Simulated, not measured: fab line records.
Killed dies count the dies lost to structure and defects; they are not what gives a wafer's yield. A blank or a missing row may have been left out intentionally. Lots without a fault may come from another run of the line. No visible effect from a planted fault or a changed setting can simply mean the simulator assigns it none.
Which tool was responsible? || flow sky130 || 33 wafers from 11 lots sampled at 2 of the route's 708 steps

WHAT EACH GAUGE READ, for each wafer
SKY_PASSIVATION_THK_MEAS_03.
{"lot": "L316", "measured": "day 44 06:58", "on": "filmMetro-02", "PASSIVATION_CVD_02_THK (nm)": "537 538 552"}
{"lot": "L319", "measured": "day 45 00:32", "on": "filmMetro-01", "PASSIVATION_CVD_02_THK (nm)": "526 538 534"}
{"lot": "L320", "measured": "day 46 05:58", "on": "filmMetro-03", "PASSIVATION_CVD_02_THK (nm)": "525 534 530"}
{"lot": "L323", "measured": "day 47 11:33", "on": "filmMetro-02", "PASSIVATION_CVD_02_THK (nm)": "542 541 548"}
{"lot": "L327", "measured": "day 47 21:53", "on": "filmMetro-01", "PASSIVATION_CVD_02_THK (nm)": "537 535 551"}
{"lot": "L326", "measured": "day 48 04:21", "on": "filmMetro-03", "PASSIVATION_CVD_02_THK (nm)": "533 541 542"}
{"lot": "L328", "measured": "day 48 08:16", "on": "filmMetro-02", "PASSIVATION_CVD_02_THK (nm)": "526 545 542"}
{"lot": "L329", "measured": "day 48 09:57", "on": "filmMetro-03", "PASSIVATION_CVD_02_THK (nm)": "535 539 625"}
{"lot": "L330", "measured": "day 48 17:21", "on": "filmMetro-03", "PASSIVATION_CVD_02_THK (nm)": "534 534 539"}
{"lot": "L333", "measured": "day 48 19:23", "on": "filmMetro-03", "PASSIVATION_CVD_02_THK (nm)": "533 535 636"}
{"lot": "L338", "measured": "day 49 17:05", "on": "filmMetro-01", "PASSIVATION_CVD_02_THK (nm)": "530 541 544"}

TOOL THAT RAN EACH LOT (tool first, then ch and the chambers of the sampled wafers, then the start)
{"lot": "L316", "SKY_PASSIVATION_CVD_02": "pecvd-03 ch 0,2, day 44 06:44"}
{"lot": "L319", "SKY_PASSIVATION_CVD_02": "pecvd-01 ch 0,2, day 45 00:18"}
{"lot": "L320", "SKY_PASSIVATION_CVD_02": "pecvd-04 ch 0,2, day 46 05:44"}
{"lot": "L323", "SKY_PASSIVATION_CVD_02": "pecvd-04 ch 1,2, day 47 11:19"}
{"lot": "L327", "SKY_PASSIVATION_CVD_02": "pecvd-04 ch 0,1,2, day 47 21:39"}
{"lot": "L326", "SKY_PASSIVATION_CVD_02": "pecvd-04 ch 0,2, day 48 04:07"}
{"lot": "L328", "SKY_PASSIVATION_CVD_02": "pecvd-01 ch 0,1,2, day 48 08:02"}
{"lot": "L329", "SKY_PASSIVATION_CVD_02": "pecvd-04 ch 0,1,2, day 48 09:43"}
{"lot": "L330", "SKY_PASSIVATION_CVD_02": "pecvd-03 ch 0,1, day 48 17:08"}
{"lot": "L333", "SKY_PASSIVATION_CVD_02": "pecvd-04 ch 0,1,2, day 48 19:09"}
{"lot": "L338", "SKY_PASSIVATION_CVD_02": "pecvd-03 ch 1,2, day 49 16:51"}
- SKY_PASSIVATION_CVD_02: deposits Si3N4, target thk 540 nm.

THE ANSWER, worked out from the rows above alone
Rule: usual is defined by the lots themselves. The widest of any qualifying gaps counts: lots, ordered by their means at a reading, are off when they make up no more than a third of the lots, leave a main group of 4 or more, and stand apart from it by 3 or more times the standard deviation of that group's means. Not used: any main group whose means are identical at the precision the tables above print for the reading. Also off: a lot with no number at a reading for which 4 or more lots have one. Any other lot the step has rows for is counted as sound.
Off: L329, L333, seen at SKY_PASSIVATION_THK_MEAS_03 (PASSIVATION_CVD_02_THK). Mean 538 nm and standard deviation 4.3 in the main group.
A tool fits if, at a process step before that reading, it ran every lot that is off, and no sound lot after the first of them. Gauges at SKY_PASSIVATION_THK_MEAS_03: tried the same way as those tools. One fits: SKY_PASSIVATION_CVD_02 on pecvd-04. A fault onset in the window from L326 (day 48 04:07, its last sound lot) to L329 (day 48 09:43, its first lot off) fits.

WHAT WAS PUT IN BY THE SIMULATOR
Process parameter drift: pecvd-04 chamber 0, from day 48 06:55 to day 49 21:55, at SKY_PASSIVATION_CVD_02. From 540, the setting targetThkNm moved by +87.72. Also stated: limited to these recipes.
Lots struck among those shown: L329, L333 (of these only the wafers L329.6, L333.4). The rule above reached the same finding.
